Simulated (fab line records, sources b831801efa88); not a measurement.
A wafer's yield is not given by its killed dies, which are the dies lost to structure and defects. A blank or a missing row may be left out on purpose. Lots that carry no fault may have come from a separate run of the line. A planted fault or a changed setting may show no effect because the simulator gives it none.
fab line records	flow sky130
[record] lots = 6	wafers = 18	last-day = 50
route steps=708 shown VT_ADJUST_NCORE@128 VT_ADJUST_HVTR@131 VT_ADJUST_PCH@143 PAD_OPEN@708
lots with no fault: from the same line, run without faults
start-h: the number of hours between the record's first day and the start of the first shown wafer of the lot	wait-h: hours since the lot's step before	" unchanged from the row above	L1.1+2: several wafers, shown together as one row	- no value present, or no start provided	* or withheld: withheld	< > ~ a bound
route shown NAME@n: a module of which the file shows steps, and the number in the route of the first	usual: mean/standard deviation of fault-free wafers	same: alike in all rows	chamber/n: place in a boat	sites: per-site readings	_std_site: standard deviation across them	_edge_site: outer sites' mean less inner sites'	radius-mm: for every site, how far away it sits from the centre of the wafer	mask NAME#n: copy n	behind: tool/chamber where the wafer was last shaped	hold: reason for holding the lot/hours on hold/outcome of the hold	device: names the non-switching transistor (n, p or np)	end of line: at the end of the route, the tests of the same wafers	where a step has no rows: the recipe by itself	killed: the dies lost at the first sort to structure and to defects; this is not the yield of the wafer	map: per-die view of a wafer (x killed, . not killed, _ where there is no die)
set.NAME: the run value of the setting; set.NAME@STEP: its run value at that earlier step	model.NAME: the simulator's own value behind a step, which no gauge read
lots seen at some steps along the route; tables by step, rows by wafer
services: the hour from which a tool's chamber was out of use, counted from the record's first day as start-h (under 0 if before that day), plus the number of hours and why
[[steps]]
[step SKY_VT_ADJUST_NCORE_IMPLANT_09]
[recipe] species = B	energy-kev = 10	dose-cm2 = 2.4e+12	tilt-deg = withheld
[step SKY_VT_ADJUST_NCORE_STRIP_10]
[recipe] chemistry = O2/N2	power-w = 1400	pressure-mtorr = 1500	platen-temp-c = withheld	o2-flow-sccm = 3000	n2-flow-sccm = 300	overash-fraction = 0.5
[usual] drypump-motor-current-A = 5.6/0.49	oes-product-au = 0.716/0.0044	strip-time-to-endpoint-s = 14.19/0.039
lot.wafer	tool	chamber	start-h	wait-h	drypump-motor-current-A	oes-product-au	rf-hours-counter-h	strip-time-to-endpoint-s
L908.1	plasma-asher-02	1	225.93	0.1	5.6	0.726	44	14.26
L908.2	"	0	"	"	5.0	0.713	44	14.20
L908.5	"	1	"	"	5.6	0.716	-	14.17
L909.1	plasma-asher-02	0	230.84	0.1	5.0	0.717	44	14.17
L909.4	"	1	"	"	5.6	0.720	-	14.21
L909.6	"	0	"	"	5.0	0.723	-	14.16
L910.2	plasma-asher-02	0	241.78	0.1	5.0	0.721	45	14.15
L910.5	"	1	"	"	5.6	0.709	-	14.20
L910.6	"	0	"	"	5.0	0.718	-	14.21
L920.1	plasma-asher-03	1	310.70	0.1	6.2	0.717	20	14.26
L920.3	"	0	"	"	6.0	0.720	-	14.24
L920.6	"	1	"	"	6.2	0.722	-	14.20
L919.1	plasma-asher-02	0	311.23	0.1	5.0	0.709	52	14.25
L919.2	"	1	"	"	5.6	0.716	52	14.21
L919.4	"	0	"	"	5.0	0.716	-	14.25
L923.1	plasma-asher-01	1	327.56	0.1	5.4	0.713	62	14.14
L923.4	"	1	"	"	5.3	0.712	-	14.15
L923.6	"	1	"	"	5.4	0.712	-	14.14
[step SKY_VT_ADJUST_NCORE_TW_MEAS_11]
[usual] VT_ADJUST_NCORE_TW = 218.0/2.3
lot.wafer	tool	chamber	start-h	wait-h	VT_ADJUST_NCORE_TW
L908.1	film-metro-04	-	226.03	0.1	214.5
L908.2	"	-	"	"	216.0
L908.5	"	-	"	"	216.3
L909.1	film-metro-04	-	230.94	0.1	216.8
L909.4	"	-	"	"	217.5
L909.6	"	-	"	"	216.8
L910.2	film-metro-01	-	241.89	0.1	221.1
L910.5	"	-	"	"	221.3
L910.6	"	-	"	"	221.0
L920.1	film-metro-03	-	310.80	0.1	217.5
L920.3	"	-	"	"	216.7
L920.6	"	-	"	"	216.2
L919.1	film-metro-04	-	311.37	0.1	215.1
L919.2	"	-	"	"	214.6
L919.4	"	-	"	"	215.2
L923.1	film-metro-01	-	327.66	0.1	219.1
L923.4	"	-	"	"	220.2
L923.6	"	-	"	"	221.1
[step SKY_VT_ADJUST_HVTR_DEHYDRATE_00]
[recipe] temp-c = 200	time-s = 60
[step SKY_VT_ADJUST_HVTR_HMDS_01]
[recipe] prime-time-s = 60	prime-temp-c = 120
[step SKY_VT_ADJUST_HVTR_COAT_02]
[recipe] resist = NOVOLAK	spin-rpm = 3000	resist-thk-nm = 1140
[step SKY_VT_ADJUST_HVTR_SOFTBAKE_03]
[recipe] temp-c = 90	time-s = 60	resist = NOVOLAK
[step SKY_VT_ADJUST_HVTR_EXPOSE_04]
[recipe] mask-id = HVTRM	target-cd-nm = 380	na = 0.6	source-shape = conventional	sigma-outer = 0.6	dose-mj = 152.8
[step SKY_VT_ADJUST_HVTR_PEB_05]
[recipe] temp-c = withheld	time-s = *	resist = NOVOLAK
[step SKY_VT_ADJUST_HVTR_DEVELOP_06]
[recipe] develop-time-s = 60	dev-temp-c = 23
[step SKY_VT_ADJUST_HVTR_CD_MEAS_07]
[recipe] target-cd-nm = 380
[usual] cd-nm = 379.3/2.6
lot.wafer	tool	chamber	start-h	wait-h	cd-nm
L908.1	cd-sem-02	-	248.11	0.1	382.7
L908.2	"	-	"	"	381.5
L908.5	"	-	"	"	380.8
L909.1	cd-sem-01	-	253.86	0.1	381.1
L909.4	"	-	"	"	379.0
L909.6	"	-	"	"	379.6
L910.2	cd-sem-01	-	262.73	0.1	377.6
L910.5	"	-	"	"	379.1
L910.6	"	-	"	"	377.1
L920.1	cd-sem-01	-	336.25	0.1	373.2
L920.3	"	-	"	"	372.9
L920.6	"	-	"	"	374.3
L919.1	cd-sem-02	-	337.90	0.1	379.3
L919.2	"	-	"	"	376.4
L919.4	"	-	"	"	379.7
L923.1	cd-sem-01	-	355.27	0.1	380.3
L923.4	"	-	"	"	379.6
L923.6	"	-	"	"	378.3
[step SKY_VT_ADJUST_HVTR_OVL_MEAS_08]
[usual] VT_ADJUST_HVTR_OVL = 0.5/1.4
lot.wafer	tool	chamber	start-h	wait-h	VT_ADJUST_HVTR_OVL[nm]
L908.1	overlay-02	-	248.23	0.1	-0.7
L908.2	"	-	"	"	2.2
L908.5	"	-	"	"	1.1
L909.1	overlay-01	-	253.98	0.1	-0.5
L909.4	"	-	"	"	-0.3
L909.6	"	-	"	"	-3.1
L910.2	overlay-01	-	262.84	0.1	-0.1
L910.5	"	-	"	"	0.0
L910.6	"	-	"	"	0.9
L920.1	overlay-01	-	336.37	0.1	0.8
L920.3	"	-	"	"	0.5
L920.6	"	-	"	"	0.4
L919.1	overlay-01	-	338.02	0.1	-1.0
L919.2	"	-	"	"	1.4
L919.4	"	-	"	"	1.8
L923.1	overlay-02	-	355.39	0.1	1.0
L923.4	"	-	"	"	2.5
L923.6	"	-	"	"	1.9
[step SKY_VT_ADJUST_HVTR_IMPLANT_09]
[recipe] species = B	energy-kev = 10	dose-cm2 = 2.1e+12	tilt-deg = withheld
[usual] dose-ions-cm2 = 2.1001e+12/2.2e+09	faraday-current-uA = 11.84/0.23
[same] implant-ion-amu = 11
lot.wafer	tool	chamber	start-h	wait-h	dose-ions-cm2	faraday-current-uA
L908.1	implanter-03	0	248.26	0.0	2.0972e+12	11.52
L908.2	"	0	"	"	2.1007e+12	12.01
L908.5	"	0	"	"	2.0977e+12	11.62
L909.1	implanter-03	0	254.01	0.0	2.4015e+12	13.58
L909.4	"	0	"	"	2.3989e+12	13.87
L909.6	"	0	"	"	2.4032e+12	13.35
L910.2	implanter-03	0	262.90	0.0	2.3996e+12	13.62
L910.5	"	0	"	"	2.4004e+12	13.49
L910.6	"	0	"	"	2.4014e+12	13.42
L920.1	implanter-04	0	336.41	0.0	2.0984e+12	11.77
L920.3	"	0	"	"	2.0971e+12	11.93
L920.6	"	0	"	"	2.101e+12	11.72
L919.1	implanter-03	0	338.06	0.0	2.0999e+12	11.54
L919.2	"	0	"	"	2.1024e+12	12.04
L919.4	"	0	"	"	2.0993e+12	11.74
L923.1	implanter-03	0	355.43	0.0	2.1022e+12	11.82
L923.4	"	0	"	"	2.1003e+12	11.93
L923.6	"	0	"	"	2.1019e+12	11.55
[step SKY_VT_ADJUST_HVTR_STRIP_10]
[recipe] chemistry = O2/N2	power-w = 1400	pressure-mtorr = 1500	platen-temp-c = withheld	o2-flow-sccm = 3000	n2-flow-sccm = 300	overash-fraction = 0.5
[usual] drypump-motor-current-A = 6.2/0.4	oes-product-au = 0.716/0.0045	strip-time-to-endpoint-s = 14.20/0.037
lot.wafer	tool	chamber	start-h	wait-h	drypump-motor-current-A	oes-product-au	rf-hours-counter-h	strip-time-to-endpoint-s
L908.1	plasma-asher-04	1	248.41	0.1	6.6	0.718	54	14.13
L908.2	"	0	"	"	6.4	0.718	54	14.20
L908.5	"	1	"	"	6.6	0.717	-	14.18
L909.1	plasma-asher-03	1	254.16	0.1	6.2	0.724	14	14.16
L909.4	"	0	"	"	6.0	0.726	-	14.20
L909.6	"	0	"	"	6.1	0.720	-	14.19
L910.2	plasma-asher-03	0	263.02	0.1	6.1	0.713	15	14.23
L910.5	"	1	"	"	6.2	0.724	-	14.22
L910.6	"	0	"	"	6.0	0.708	-	14.19
L920.1	plasma-asher-03	0	336.56	0.1	6.0	0.718	22	14.17
L920.3	"	1	"	"	6.2	0.719	-	14.14
L920.6	"	0	"	"	6.0	0.708	-	14.15
L919.1	plasma-asher-04	1	338.21	0.1	6.6	0.717	63	14.11
L919.2	"	0	"	"	6.4	0.715	63	14.15
L919.4	"	1	"	"	6.6	0.720	-	14.10
L923.1	plasma-asher-01	1	355.58	0.1	5.3	0.715	65	14.22
L923.4	"	0	"	"	6.3	0.714	-	14.24
L923.6	"	0	"	"	6.3	0.706	-	14.20
[step SKY_VT_ADJUST_HVTR_TW_MEAS_11]
[usual] VT_ADJUST_HVTR_TW = 210.3/2.1
lot.wafer	tool	chamber	start-h	wait-h	VT_ADJUST_HVTR_TW
L908.1	film-metro-04	-	248.51	0.1	208.3
L908.2	"	-	"	"	207.4
L908.5	"	-	"	"	208.7
L909.1	film-metro-04	-	254.26	0.1	216.0
L909.4	"	-	"	"	216.0
L909.6	"	-	"	"	215.6
L910.2	film-metro-04	-	263.13	0.1	217.0
L910.5	"	-	"	"	216.8
L910.6	"	-	"	"	217.4
L920.1	film-metro-04	-	336.66	0.1	208.5
L920.3	"	-	"	"	206.9
L920.6	"	-	"	"	208.6
L919.1	film-metro-02	-	338.31	0.1	212.4
L919.2	"	-	"	"	211.7
L919.4	"	-	"	"	210.8
L923.1	film-metro-02	-	355.68	0.1	210.7
L923.4	"	-	"	"	210.5
L923.6	"	-	"	"	210.3
[step SKY_VT_ADJUST_PCH_DEHYDRATE_00]
[recipe] temp-c = 200	time-s = 60
[step SKY_PAD_OPEN_PROBE_99]
[usual] killed_at_M0_to_M3 = 43/7.2	killed_at_M4_up = 3.3/2	killed-at-contacts = 25/5.8	killed-at-front-end = 15/4.5	killed-at-other = 0.3/0.62	killed-dies = 86/9.4	killed-open = 47/7.1	killed-short = 39/6
[same] gross-dies = 492	killed-at-back-side = 0
lot.wafer	tool	chamber	start-h	wait-h	killed_at_M0_to_M3	killed_at_M4_up	killed-at-contacts	killed-at-front-end	killed-at-other	killed-dies	killed-open	killed-short	model.etest.pfet_01v8_mvt.drive-ua-um	model.etest.pfet_01v8_mvt.off-log10-a-um	model.etest.pfet_01v8_mvt.vt-sat-v	model.etest.pfet_01v8_mvt.vt-v	model.etest.pfet_01v8_mvt.vt-long-v
L908.1	prober-01	-	1111.51	0.1	40	5	23	15	0	83	46	37	143.4	-10.66	-0.5591	-0.6488	-0.8691
L908.2	prober-01	-	1111.56	0.1	52	5	32	10	0	99	55	44	145.3	-10.79	-0.5641	-0.6505	-0.8677
L908.5	prober-01	-	1111.71	0.2	42	5	27	12	0	86	39	47	145.7	-10.64	-0.5597	-0.6484	-0.8658
L909.1	prober-02	-	1122.75	0.1	41	1	27	19	0	88	45	43	149	-10.44	-0.5482	-0.6433	-0.859
L909.4	prober-02	-	1122.90	0.2	31	6	32	14	0	83	33	50	149.2	-10.55	-0.5499	-0.6431	-0.8612
L909.6	prober-02	-	1123.00	0.2	28	3	24	21	0	76	40	35	147.6	-10.54	-0.5578	-0.6463	-0.8629
L910.2	prober-01	-	1128.99	0.1	42	3	25	25	0	95	46	49	150.2	-10.25	-0.5223	-0.621	-0.839
L910.5	prober-01	-	1129.14	0.2	43	3	24	14	1	85	44	41	143.9	-10.36	-0.5375	-0.6306	-0.8421
L910.6	prober-01	-	1129.19	0.2	48	3	22	8	4	85	39	41	146.8	-10.58	-0.5351	-0.6307	-0.8451
L920.1	prober-02	-	1176.13	0.1	50	1	24	17	0	92	44	48	141.6	-11.04	-0.5809	-0.6633	-0.8771
L920.3	prober-02	-	1176.23	0.2	34	3	24	9	1	71	40	31	142.3	-11.04	-0.5844	-0.664	-0.8729
L920.6	prober-02	-	1176.38	0.2	37	3	31	21	0	92	49	43	143.6	-10.83	-0.5821	-0.6684	-0.8808
L919.1	prober-01	-	1181.12	0.1	43	5	28	22	0	98	38	59	136.9	-11.47	-0.6166	-0.6967	-0.9086
L919.2	prober-01	-	1181.17	0.1	43	1	20	15	0	79	48	30	141.1	-11.31	-0.6001	-0.6843	-0.9075
L919.4	prober-01	-	1181.27	0.2	33	4	19	14	0	70	37	33	144.3	-11.22	-0.5924	-0.6769	-0.8965
L923.1	prober-02	-	1189.89	0.1	62	2	32	14	0	110	63	46	151.8	-10.01	-0.5236	-0.6148	-0.8332
L923.4	prober-02	-	1190.04	0.2	48	6	32	10	2	98	55	42	153.7	-10.22	-0.5218	-0.6154	-0.837
L923.6	prober-02	-	1190.14	0.2	53	4	28	18	0	103	65	38	149.7	-10.27	-0.5348	-0.6225	-0.8374
// killed by level:class
L908.1 VIA1:geometric-particle:open=12 VIA2:geometric-particle:open=8 METAL2:geometric-particle:short=6 LI_CONTACT:geometric-particle:short=5 CONTACT:geometric-particle:open=5 FIELD_ISO:geometric-particle:open=4 LI_CONTACT:geometric-particle:open=4 LOCAL_INTERCONNECT:geometric-particle:short=4
L908.2 CONTACT:geometric-particle:open=15 VIA1:geometric-particle:open=14 LI_CONTACT:geometric-particle:open=8 METAL1:geometric-particle:short=8 METAL2:geometric-particle:short=6 VIA2:geometric-particle:short=5 METAL4:geometric-particle:short=5 LOCAL_INTERCONNECT:geometric-particle:short=4
L908.5 CONTACT:geometric-particle:open=10 VIA1:geometric-particle:short=9 METAL2:geometric-particle:short=7 VIA1:geometric-particle:open=6 LI_CONTACT:geometric-particle:short=6 VIA2:geometric-particle:open=6 POLY_GATE:geometric-particle:open=4 LI_CONTACT:geometric-particle:open=4
L909.1 VIA1:geometric-particle:open=11 CONTACT:geometric-particle:short=8 VIA2:geometric-particle:open=7 LI_CONTACT:geometric-particle:open=7 VIA1:geometric-particle:short=7 LOCAL_INTERCONNECT:geometric-particle:short=6 FIELD_ISO:geometric-particle:open=5 POLY_GATE:geometric-particle:open=5
L909.4 LI_CONTACT:geometric-particle:open=10 CONTACT:geometric-particle:short=7 METAL1:geometric-particle:short=7 METAL3:geometric-particle:short=6 CONTACT:geometric-particle:open=6 FIELD_ISO:geometric-particle:short=5 LOCAL_INTERCONNECT:geometric-particle:short=5 METAL4:geometric-particle:short=5
L909.6 CONTACT:geometric-particle:open=10 FIELD_ISO:geometric-particle:short=7 VIA1:geometric-particle:open=6 POLY_GATE:geometric-particle:open=5 LI_CONTACT:geometric-particle:open=5 VIA2:geometric-particle:open=5 VIA3:geometric-particle:open=5 METAL1:geometric-particle:short=4
L910.2 VIA1:geometric-particle:open=10 CONTACT:geometric-particle:open=9 METAL1:geometric-particle:short=7 POLY_GATE:geometric-particle:short=5 SPACER:geometric-particle:short=5 VIA2:geometric-particle:open=5 VIA3:geometric-particle:open=5 FIELD_ISO:geometric-particle:short=4
L910.5 VIA3:geometric-particle:open=10 VIA1:geometric-particle:open=8 CONTACT:geometric-particle:open=7 CONTACT:geometric-particle:short=6 FIELD_ISO:geometric-particle:open=5 LI_CONTACT:geometric-particle:open=5 METAL2:geometric-particle:short=5 FIELD_ISO:geometric-particle:short=4
L910.6 VIA1:geometric-particle:short=8 VIA1:geometric-particle:open=8 METAL2:geometric-particle:short=8 VIA2:geometric-particle:open=8 LI_CONTACT:geometric-particle:open=7 CONTACT:geometric-particle:open=7 VIA3:geometric-particle:short=5 CONTACT:geometric-particle:short=4
L920.1 VIA1:geometric-particle:open=17 METAL1:geometric-particle:short=8 CONTACT:geometric-particle:open=7 FIELD_ISO:geometric-particle:short=5 LI_CONTACT:geometric-particle:short=5 LI_CONTACT:geometric-particle:open=5 VIA3:geometric-particle:short=5 LOCAL_INTERCONNECT:geometric-particle:short=4
L920.3 CONTACT:geometric-particle:open=8 LI_CONTACT:geometric-particle:open=7 VIA3:geometric-particle:open=7 METAL2:geometric-particle:short=6 FIELD_ISO:geometric-particle:open=5 VIA1:geometric-particle:open=5 CONTACT:geometric-particle:short=5 VIA1:geometric-particle:short=5
L920.6 CONTACT:geometric-particle:open=14 METAL1:geometric-particle:short=7 VIA1:geometric-particle:open=7 VIA3:geometric-particle:open=7 LI_CONTACT:geometric-particle:short=6 POLY_GATE:geometric-particle:open=5 LI_CONTACT:geometric-particle:open=5 FIELD_ISO:geometric-particle:open=4
L919.1 FIELD_ISO:geometric-particle:short=9 CONTACT:geometric-particle:open=9 VIA1:geometric-particle:open=8 METAL1:geometric-particle:short=8 METAL2:geometric-particle:short=7 CONTACT:geometric-particle:short=6 LI_CONTACT:geometric-particle:short=5 LI_CONTACT:geometric-particle:open=5
L919.2 CONTACT:geometric-particle:open=11 VIA1:geometric-particle:open=10 VIA3:geometric-particle:open=6 POLY_GATE:geometric-particle:open=5 METAL1:geometric-particle:short=5 LI_CONTACT:geometric-particle:open=5 VIA1:geometric-particle:short=5 VIA2:geometric-particle:open=5
L919.4 CONTACT:geometric-particle:open=6 LI_CONTACT:geometric-particle:open=5 CONTACT:geometric-particle:short=5 METAL2:geometric-particle:short=5 POLY_GATE:geometric-particle:open=4 VIA2:geometric-particle:open=4 VIA1:geometric-particle:open=4 VIA3:geometric-particle:open=4
L923.1 VIA1:geometric-particle:open=15 VIA3:geometric-particle:open=13 CONTACT:geometric-particle:open=12 METAL1:geometric-particle:short=8 LI_CONTACT:geometric-particle:open=8 VIA1:geometric-particle:short=7 FIELD_ISO:geometric-particle:short=6 LOCAL_INTERCONNECT:geometric-particle:short=5
L923.4 VIA1:geometric-particle:open=15 LI_CONTACT:geometric-particle:open=10 CONTACT:geometric-particle:open=8 VIA1:geometric-particle:short=8 CONTACT:geometric-particle:short=5 VIA3:geometric-particle:open=5 VIA2:geometric-particle:open=5 METAL4:geometric-particle:short=5
L923.6 VIA1:geometric-particle:open=18 CONTACT:geometric-particle:open=10 VIA3:geometric-particle:open=10 VIA2:geometric-particle:open=8 CONTACT:geometric-particle:short=7 POLY_GATE:geometric-particle:short=6 FIELD_ISO:geometric-particle:open=5 POLY_GATE:geometric-particle:open=4
[[services]]
tool	chamber	start-h	hours	kind
plasma-asher-04	-	208.07	2.9	repair
plasma-asher-01	-	292.88	4.0	repair
implanter-04	-	294.16	3.0	pm
plasma-asher-03	-	327.24	2.8	pm
plasma-asher-01	-	335.88	2.8	pm
[[key]]
[first-sign] step = SKY_VT_ADJUST_HVTR_IMPLANT_09	reading = dose-ions-cm2	direction = up	sigmas = 99+	usual = *	struck = *
[effect] step = SKY_VT_ADJUST_HVTR_IMPLANT_09	reading = faraday-current-uA	direction = up	sigmas = 7.3	usual = 11.84	struck = 13.55
[effect] step = SKY_VT_ADJUST_HVTR_TW_MEAS_11	reading = VT_ADJUST_HVTR_TW	direction = up	sigmas = 2.9	usual = 210.3	struck = 216.5
[model-effect] step = SKY_PAD_OPEN_PROBE_99	value = etest.pfet_01v8_mvt.drive-ua-um	without = 141.9	struck = 147.8
met-at SKY_VT_ADJUST_HVTR_IMPLANT_09
struck-wafers L909.1,L909.4,L909.6,L910.2,L910.5,L910.6
tester-left-out L909,L910
onset-between 248.26 254.01
[fault] kind = process-parameter-drift	tool = implanter-03	chamber = -	onset-h = 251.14	steps = SKY_VT_ADJUST_HVTR_IMPLANT_09	channel = dose-cm2	offset = *	shape = step	end-h = 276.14	acts-in = *	stated = *
// tester-left-out: of these lots the tester's yield and bins aren't shown, on N5 and GAA mostly nor the transistor test; their killed dies are dies lost to structure and defects alone, not to doping, threshold or leakage, so they don't give the yield
